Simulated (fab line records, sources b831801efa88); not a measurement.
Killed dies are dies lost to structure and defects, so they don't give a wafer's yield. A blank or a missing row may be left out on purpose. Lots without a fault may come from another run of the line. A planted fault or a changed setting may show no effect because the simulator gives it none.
Chamber matching | flow gf180mcu | GF_CONTACT_CVD_02 on pecvd-04: 3 sister chambers
The step deposits SiO2 from TEOS, target thk 860 nm, time 95.992 s. 14 wafers are shown with their chamber, then 7 later ones without.

WAFERS WITH THEIR CHAMBER
wafer  | chamber | heater_power_w (W)
L698.1 | 0       | 542
L698.2 | 2       | 582
L698.5 | 2       | 643
L700.3 | 2       | 640
L700.5 | 0       | 610
L700.6 | 2       | 671
L701.3 | 0       | 537
L701.5 | 0       | 592
L701.6 | 2       | 684
L702.2 | 2       | 588
L702.3 | 0       | 564
L702.5 | 1       | 666
L703.1 | 2       | 661
L703.3 | 1       | 654

SIGNATURES (means of the wafers above)
reading        | chamber 0 | chamber 1 | chamber 2 | scatter within a chamber
heater_power_w | 569.00    | 660.00    | 638.43    | 35
Rule: a wafer's distance from a chamber is the root of the sum, over the readings, of the square of ((its reading less the chamber's mean) divided by the reading's scatter). The wafer belongs to the nearest chamber; if the next one is less than 2 further off, it can't be placed. The scatter: the root of (the sum of the squares of (reading less its chamber's mean) over the shown wafers, divided by (wafers less chambers)).

WAFERS WITHOUT THEIR CHAMBER
wafer  | heater_power_w (W)
L703.4 | 676
L705.3 | 579
L705.5 | 641
L705.6 | 624
L706.2 | 663
L706.3 | 543
L706.5 | 529

WHICH CHAMBER EACH WENT THROUGH
wafer  | from the rows above          | in truth
L703.4 | can't be placed: 1 or 2      | 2
L705.3 | can't be placed: 0 or 2      | 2
L705.5 | can't be placed: 2 or 1 or 0 | 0
L705.6 | can't be placed: 2 or 1 or 0 | 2
L706.2 | can't be placed: 1 or 2      | 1
L706.3 | can't be placed: 0 or 2      | 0
L706.5 | can't be placed: 0 or 2      | 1
Placed correctly: 0 of 7. Can't be placed from these rows: 7 (the true chamber is among the candidates in 6). Placed wrongly: 0.
